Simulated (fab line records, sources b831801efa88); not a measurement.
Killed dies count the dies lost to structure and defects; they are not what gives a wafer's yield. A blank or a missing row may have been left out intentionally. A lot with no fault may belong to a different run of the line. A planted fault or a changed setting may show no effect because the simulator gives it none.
Chamber matching + flow gf180mcu + cmp-02 running GF_CONTACT_CMP_04: 4 sister chambers
The step polishes SiO2. 8 wafers are shown with their chamber, then 10 later ones without.

== WAFERS WITH THEIR CHAMBER ==
| wafer  | chamber | motor_current_A (A) | time_to_endpoint_s (s) |
|--------|---------|---------------------|------------------------|
| L082.2 | 2       | 11.1                | 105                    |
| L083.1 | 1       | 14.8                | 104                    |
| L083.3 | 0       | 11.0                | 97                     |
| L084.1 | 1       | 14.4                | 103                    |
| L084.4 | 0       | 10.9                | 108                    |
| L084.6 | 3       | 11.9                | 105                    |
| L089.1 | 3       | 12.1                | 101                    |
| L089.2 | 2       | 11.2                | 106                    |

== WAFERS WITH NO CHAMBER GIVEN ==
| wafer  | motor_current_A (A) | time_to_endpoint_s (s) |
|--------|---------------------|------------------------|
| L089.3 | 10.7                | 100                    |
| L092.2 | 12.4                | 113                    |
| L092.4 | 14.5                | 117                    |
| L092.5 | 11.3                | 112                    |
| L095.1 | 11.1                | 105                    |
| L095.5 | 12.1                | 105                    |
| L095.6 | 11.2                | 115                    |
| L097.3 | 13.9                | 102                    |
| L097.5 | 12.7                | 104                    |
| L097.6 | 10.7                | 102                    |

== WHICH CHAMBER EACH WENT THROUGH ==
| wafer  | from the rows above     | in truth |
|--------|-------------------------|----------|
| L089.3 | can't be placed: 0 or 2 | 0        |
| L092.2 | 3                       | 3        |
| L092.4 | 1                       | 1        |
| L092.5 | can't be placed: 2 or 0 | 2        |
| L095.1 | can't be placed: 2 or 0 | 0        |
| L095.5 | 3                       | 3        |
| L095.6 | can't be placed: 2 or 0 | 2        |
| L097.3 | 1                       | 1        |
| L097.5 | 3                       | 3        |
| L097.6 | can't be placed: 0 or 2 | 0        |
5 of 10 placed correctly. These rows do not allow placing 5 (true chamber among the candidates in 5). Wrongly placed: 0.
How it was worked out, from the rows above alone: a wafer's distance from a chamber is the root of the sum, over the readings, of the square of ((its reading less the chamber's mean) divided by the reading's scatter). The wafer belongs to the nearest chamber; if the next one is less than 2 further off, it can't be placed. Each chamber's mean is taken over the wafers shown for it. The scatter: the root of (the sum of the squares of (reading less its chamber's mean) over the shown wafers, divided by (wafers less chambers)).
